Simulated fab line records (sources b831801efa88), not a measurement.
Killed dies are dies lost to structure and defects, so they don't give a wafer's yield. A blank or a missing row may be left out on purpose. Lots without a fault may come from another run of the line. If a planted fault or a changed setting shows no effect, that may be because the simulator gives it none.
Chamber matching    flow gf180mcu    GF_V3_CVD_02 on pecvd-02 has 3 sister chambers
The step deposits SiO2 from TEOS, target thk 850 nm, time 94.851 s. 16 wafers are shown with their chamber, then 8 later ones without.

## EACH WAFER AND ITS CHAMBER
wafer   chamber  heater power w (W)  heater power outer w (W)
L074.1  1        793                 417
L074.3  2        817                 455
L074.6  0        570                 325
L076.1  0        603                 342
L076.3  2        819                 449
L076.4  1        697                 368
L086.1  2        871                 513
L086.3  1        778                 411
L086.4  2        705                 359
L087.2  0        601                 330
L087.4  1        691                 357
L087.6  2        704                 381
L088.2  1        641                 329
L088.3  0        621                 346
L088.4  0        490                 253
L093.1  2        716                 377

SIGNATURES (averages over the wafers above)
reading               chamber 0  chamber 1  chamber 2  scatter within a chamber
heater power w        577.00     720.00     772.00     64.1
heater power outer w  319.20     376.40     422.33     47.3
Rule: distance of a wafer from a chamber = root of the sum over the readings of ((wafer's reading minus chamber's mean) / reading's scatter) squared. If the next closest chamber is less than 2 further off than the closest, the wafer can't be placed; otherwise it belongs to the closest. The scatter: take each reading less its chamber's mean, square it, sum over the shown wafers, divide by the number of wafers less the number of chambers, and take the root.

## WAFERS MISSING THEIR CHAMBER
wafer   heater power w (W)  heater power outer w (W)
L093.5  783                 426
L093.6  625                 311
L095.2  792                 436
L095.5  557                 309
L095.6  732                 383
L096.1  552                 314
L096.3  616                 303
L096.5  789                 440

## THE CHAMBER EACH PASSED THROUGH
wafer   from the rows above      in truth
L093.5  can't be placed: 2 or 1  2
L093.6  can't be placed: 0 or 1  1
L095.2  can't be placed: 2 or 1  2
L095.5  0                        0
L095.6  can't be placed: 1 or 2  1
L096.1  0                        0
L096.3  can't be placed: 0 or 1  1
L096.5  can't be placed: 2 or 1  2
2 of 8 placed correctly. These rows do not allow placing 6 (true chamber among the candidates in 6). Placed wrongly: 0.
